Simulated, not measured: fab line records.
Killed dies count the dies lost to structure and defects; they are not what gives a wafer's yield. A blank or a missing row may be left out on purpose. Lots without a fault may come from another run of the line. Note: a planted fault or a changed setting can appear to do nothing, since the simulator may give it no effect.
One fault through the eyes of 2 desks -- flow gf180mcu -- what lay behind the numbers comes last; until then each desk has only its own

## FROM THE METROLOGY DESK
Lot by lot, what the gauges showed, no matter which tool ran the lot: averages of those sampled wafers that carry a number. Marked OUT: a lot whose mean sits more than 4 standard deviations from the usual mean, which makes it out of limits; the brackets give that distance.
Columns: A = cdNm at GF_M1_CD_MEAS_14, usual 230.5 nm; B = V1_BOW at GF_V1_BOW_MEAS_05, usual 82 um
lot,first seen here,A,B
L324,day 17 03:34,230.4,84
L326,day 18 02:14,230.6,75
L327,day 18 09:41,231.2,84
L328,day 19 01:49,230.0,84
L334,day 20 22:49,231.9,83
L335,day 21 07:29,228.8,87
L337,day 21 21:17,230.3,83
L340,day 22 23:09,229.8,84
L343,day 23 19:17,228.5,84
L344,day 24 05:29,231.0,76
L345,day 24 14:58,230.4,83
L346,day 24 20:42,229.3,84
L347,day 25 08:47,230.8,91
Result from this desk: across the 13 lots, nothing is out of limits.

## THE TOOL OWNER'S DESK: rieDiel-01
The tool's own readings at GF_V1_ETCH_16 (etches BARC in N2/H2): means of the sampled wafers that have a number, for each lot that ran on this tool. Marked OUT: a lot whose mean sits more than 4 standard deviations from the usual mean, which makes it out of limits; the brackets give that distance.
Columns: A = drypumpMotorCurrentA at GF_V1_ETCH_16, usual 6.1 A; B = oesProductAu at GF_V1_ETCH_16, usual 0.854 a.u.; C = rfFwdPowerW at GF_V1_ETCH_16, usual 495.2 W; D = throttleValvePct at GF_V1_ETCH_16, usual 13.226 %
lot,first seen here,A,B,C,D
L326,day 19 03:28,6.0,0.855,495.8,13.227
L327,day 19 11:46,6.0,0.851,494.7,13.223
L328,day 20 03:49,5.7,0.855,548.2 (+29) OUT,13.222
This desk's finding: out of limits on L328; first on L328, day 20 03:49 (rfFwdPowerW at GF_V1_ETCH_16). L326, L327: within limits.

## PUT TOGETHER
At day 20 03:49, on L328, the tool owner's desk was in a position to raise an alarm.
From the metrology desk's view, nothing was out of limits.
The metrology desk has L328 on record, within its limits.
GF_V1_ETCH_16 was run on rieDiel-01 by each of the lots named.

## WHAT HAD BEEN PUT IN BY THE SIMULATOR
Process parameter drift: rieDiel-01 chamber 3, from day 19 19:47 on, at GF_V1_ETCH_16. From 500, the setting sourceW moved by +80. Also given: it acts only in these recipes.
Struck lots among those shown: L328.
Hours from the fault's start to each desk's first reading out of limits: the tool owner's desk, 8.
